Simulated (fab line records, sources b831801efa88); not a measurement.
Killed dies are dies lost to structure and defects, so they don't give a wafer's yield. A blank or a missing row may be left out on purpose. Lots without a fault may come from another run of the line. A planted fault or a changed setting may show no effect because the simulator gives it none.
One fault seen from 2 desks | flow sky130 | each desk has only its own numbers; what lay behind them comes last

THE TOOL OWNER'S DESK: implanter-03
The tool's own readings at SKY_LDD_N_IMPLANT_11: means of the sampled wafers that have a number, for each lot that ran on this tool. A lot is out of limits, marked OUT, if its mean lies more than 4 standard deviations from the usual mean; the brackets give that distance.
Columns: A = dose_ions_cm2 at SKY_LDD_N_IMPLANT_11, usual 7.499e+13; B = faraday_current_uA at SKY_LDD_N_IMPLANT_11, usual 423
lot  | first seen here | A                   | B
L294 | day 19 13:29    | 6.846e+13 (-74) OUT | 388 (-4.6) OUT
L295 | day 19 21:14    | 6.834e+13 (-76) OUT | 380 (-5.6) OUT
L304 | day 23 12:11    | 7.499e+13           | 425
L308 | day 25 01:29    | 7.494e+13           | 419
L312 | day 27 04:29    | 7.508e+13           | 422
This desk's finding: out of limits on L294, L295; first on L294, day 19 13:29 (dose_ions_cm2 at SKY_LDD_N_IMPLANT_11). In limits: L304, L308, L312.

THE METROLOGY DESK
What the gauges read, lot by lot, whatever tool the lot ran on: means of the sampled wafers that have a number. A lot is out of limits, marked OUT, if its mean lies more than 4 standard deviations from the usual mean; the brackets give that distance.
Columns: A = LDD_HVN_OVL at SKY_LDD_HVN_OVL_MEAS_07, usual 0.2 nm
lot  | first seen here | A
L290 | day 20 08:41    | 2.5
L294 | day 22 03:59    | -1.9
L295 | day 22 11:29    | 1.0
L297 | day 23 12:52    | 0.9
L301 | day 24 15:11    | -0.0
L302 | day 25 02:05    | -1.2
L303 | day 25 14:40    | -0.4
L304 | day 25 22:25    | 0.6
L308 | day 27 12:14    | -1.6
L309 | day 27 17:20    | 0.5
L310 | day 27 23:41    | 0.2
L312 | day 29 13:46    | -1.1
L311 | day 29 15:03    | 1.0
This desk's finding: nothing out of limits on any of the 13 lots.

PUT TOGETHER
The tool owner's desk could have raised an alarm at day 19 13:29, on L294, L295.
The metrology desk saw nothing out of limits.
The metrology desk has L294, L295 on record, within its limits.
Of the lots named, all ran SKY_LDD_N_IMPLANT_11 on implanter-03.

WHAT THE SIMULATOR HAD PUT IN
Process parameter drift: implanter-03, from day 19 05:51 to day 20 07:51, at SKY_LDD_N_IMPLANT_11. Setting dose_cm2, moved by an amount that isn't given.
Lots struck among those shown: L294, L295.
Hours from the fault's start to each desk's first reading out of limits: the tool owner's desk, 8.
